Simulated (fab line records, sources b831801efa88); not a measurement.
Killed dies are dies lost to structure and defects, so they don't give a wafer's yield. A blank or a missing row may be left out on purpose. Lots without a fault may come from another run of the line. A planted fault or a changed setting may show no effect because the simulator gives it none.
Tool commonality check | flow sky130 | 13 lots, 39 wafers sampled

WHY IT WAS OPENED
At SKY_VT_ADJUST_HVTR_OVL_MEAS_08 the reading VT_ADJUST_HVTR_OVL is flagged on 2 of 13 lots. Wafers without a fault read 0.2 nm, standard deviation 1.5.
Rule: a lot is flagged when every wafer of it that has a number lies more than 4 standard deviations from that mean, or none has a number. The other lots count as sound.

lot  | measured     | on         | VT_ADJUST_HVTR_OVL (nm), wafer by wafer | flag
L478 | day 9 05:17  | overlay-02 | -0.3 -0.7 -0.3                          |
L479 | day 9 18:36  | overlay-02 | 0.7 -0.7 -0.5                           |
L480 | day 10 03:34 | overlay-02 | 0.7 0.0 1.5                             |
L482 | day 10 19:14 | overlay-02 | 0.7 0.6 2.1                             |
L483 | day 11 23:12 | overlay-01 | 4.6 0.6 2.2                             |
L484 | day 11 23:31 | overlay-02 | 2.6 3.9 1.0                             |
L487 | day 13 04:50 | overlay-02 | 0.3 1.0 -0.6                            |
L488 | day 13 05:41 | overlay-01 | 114.3 113.8 113.7                       | FLAGGED
L489 | day 14 07:43 | overlay-02 | 115.0 114.3 114.0                       | FLAGGED
L493 | day 15 00:35 | overlay-02 | 1.0 0.7 1.5                             |
L495 | day 15 12:47 | overlay-01 | -1.3 -0.8 -2.6                          |
L498 | day 15 20:19 | overlay-01 | 0.8 -1.5 -1.8                           |
L499 | day 16 06:29 | overlay-01 | 2.7 3.1 3.8                             |
The numbers of the flagged lots are 114.2 nm on average: +114.0 nm against the usual, or +76 standard deviations.

WHICH TOOL RAN EACH LOT
The record holds 1 process step before the reading, out of a route of 708 steps. In each cell: the tool, then ch and the chambers that the sampled wafers went through, then the start.
lot  | flag    | SKY_VT_ADJUST_HVTR_EXPOSE_04
L478 |         | iline_stepper-02 ch 0, day 8 18:29
L479 |         | iline_stepper-01 ch 0, day 9 07:16
L480 |         | iline_stepper-02 ch 0, day 9 14:01
L482 |         | iline_stepper-02 ch 0, day 10 08:22
L483 |         | iline_stepper-02 ch 0, day 11 11:35
L484 |         | iline_stepper-01 ch 0, day 11 11:52
L487 |         | iline_stepper-01 ch 0, day 12 16:05
L488 | FLAGGED | iline_stepper-02 ch 0, day 12 16:50
L489 | FLAGGED | iline_stepper-02 ch 0, day 13 18:00
L493 |         | iline_stepper-01 ch 0, day 14 11:07
L495 |         | iline_stepper-01 ch 0, day 14 22:46
L498 |         | iline_stepper-01 ch 0, day 15 06:47
L499 |         | iline_stepper-01 ch 0, day 15 17:26
What these steps do:
- SKY_VT_ADJUST_HVTR_EXPOSE_04: exposes mask HVTRM, target cd 380 nm.
- SKY_VT_ADJUST_HVTR_OVL_MEAS_08

FLAGGED OVER TOTAL, TOOL BY TOOL (the gauges that took the reading come last)
step                           | tool             | lots run | flagged | share of the flagged lots | sound lots run after its first flagged lot
SKY_VT_ADJUST_HVTR_EXPOSE_04   | iline_stepper-01 | 7        | 0       | none                      | -
SKY_VT_ADJUST_HVTR_EXPOSE_04   | iline_stepper-02 | 6        | 2       | all                       | 0
SKY_VT_ADJUST_HVTR_OVL_MEAS_08 | overlay-01       | 5        | 1       | some                      | 3 (L495,L498,L499)
SKY_VT_ADJUST_HVTR_OVL_MEAS_08 | overlay-02       | 8        | 1       | some                      | 1 (L493)

WHAT THE TABLE ALLOWS
1 row of the table ran every flagged lot: iline_stepper-02 at SKY_VT_ADJUST_HVTR_EXPOSE_04.
- iline_stepper-02 at SKY_VT_ADJUST_HVTR_EXPOSE_04: 2 of its 6 lots flagged. Its last sound lot is L483 (day 11 11:35), its first flagged lot L488 (day 12 16:50): a fault that began between those two fits.
One tool is left: iline_stepper-02 at SKY_VT_ADJUST_HVTR_EXPOSE_04.

WHAT THE SIMULATOR HAD PUT IN
Scanner matching overlay: iline_stepper-02, from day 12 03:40 on, at SKY_VT_ADJUST_HVTR_EXPOSE_04. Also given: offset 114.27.
Lots struck among those shown: L488, L489. The rule above found the same.
